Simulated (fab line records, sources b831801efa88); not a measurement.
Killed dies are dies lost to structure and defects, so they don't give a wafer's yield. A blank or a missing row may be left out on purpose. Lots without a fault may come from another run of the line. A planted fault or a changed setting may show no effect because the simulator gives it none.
Problem report in the 8D (eight disciplines) form, filled by code | flow sky130 | the parts of the form that need people (team, actions taken, sign-off) are left out

1. THE PROBLEM
killed_at_M0_to_M3 at SKY_PAD_OPEN_PROBE_99 reads a mean of 86 on 5 wafers of 3 lots; wafers without a fault read 43 with a standard deviation of 7.3. That is +5.8 standard deviations from the usual mean.
First seen on wafer L491.3, day 48 07:39, on prober-01. The record holds 9 wafers of 3 lots with a number at this step. Rule for "out", or "out of limits": more than 4 standard deviations from the usual mean. The other wafers with a number count as sound.

2. WHAT IT IS AND WHAT IT IS NOT
question                    | is                                     | is not
which readings at this step | killed_at_M0_to_M3                     | killed_at_M4_up, killed_at_contacts, killed_at_other, killed_open, killed_short
which lots                  | L491, L492, L494                       | -
which wafers of those lots  | L491.3, L491.5, L492.4, L494.1, L494.4 | L491.6, L492.1, L492.6, L494.5
read on which tools         | prober-01, prober-02                   | -
when                        | from day 48 07:39                      | up to then (0 sound wafers); but 4 sound wafers of L491, L492, L494 came after

3. SUSPECTS, AND WHAT RULES EACH OUT
Counting: a tool at a process step up to the reading stays a suspect if it ran every lot that is out. Sound lots after the first of them don't rule it out here, since some wafers of a struck lot are sound.
- cvd_w-02 at SKY_VIA2_CVD_21 (deposits W, target thk 420 nm, time 126.4 s): kept. It ran every lot that is out, first L491 (day 39 10:13).
- Within cvd_w-02 at SKY_VIA2_CVD_21: the wafers that are out ran in chamber 0; their sound lot-mates ran in chamber 1.
Left after counting: cvd_w-02 at SKY_VIA2_CVD_21.

4. THE CAUSE (what the simulator had put in)
Chamber particle source: cvd_w-02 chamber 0, from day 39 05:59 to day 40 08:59, at SKY_VIA2_CVD_21. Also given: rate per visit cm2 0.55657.
Counting left only this tool.

5. THE CHAIN OF EFFECTS, in route order
Each row: a reading whose mean over the struck wafers that have a number lies more than 3 standard deviations from the usual. Only readings for which the record gives a usual standard deviation are gone through. hours: the time from each lot's start at the first step in this table that gives one to its start at this step, as a median over the lots. sigmas: the change in usual standard deviations.
hours | step                  | reading              | usual  | on struck wafers | change | sigmas
0     | SKY_PAD_OPEN_PROBE_99 | defect_limited_yield | 82.3 % | 73.4             | -8.9   | -4.4
0     | SKY_PAD_OPEN_PROBE_99 | killed_at_M0_to_M3   | 43     | 86               | +43    | +5.8
0     | SKY_PAD_OPEN_PROBE_99 | killed_dies          | 87     | 131              | +44    | +4.4
0     | SKY_PAD_OPEN_PROBE_99 | sort_bin_5_function  | 10.5 % | 16.8             | +6.3   | +4.2
0     | SKY_PAD_OPEN_PROBE_99 | sort_n_pass          | 405    | 361              | -44    | -4.4
0     | SKY_PAD_OPEN_PROBE_99 | sort_yield_pct       | 82.3 % | 73.4             | -8.9   | -4.4
The process steps in it:
- SKY_PAD_OPEN_PROBE_99

6. WHAT WOULD HAVE CAUGHT IT SOONER
In this record the first reading out of limits was taken at day 48 07:39, 218 hours after the fault began at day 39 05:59.
Of the tool readings at SKY_VIA2_CVD_21 for which the record gives a usual standard deviation, none was out on any struck wafer, so an alarm limit of 4 standard deviations on them would not have fired.
All the lots that are out (3) had begun SKY_VIA2_CVD_21 on cvd_w-02 by day 48 07:39. A hold on the tool at that time would have spared none of them.
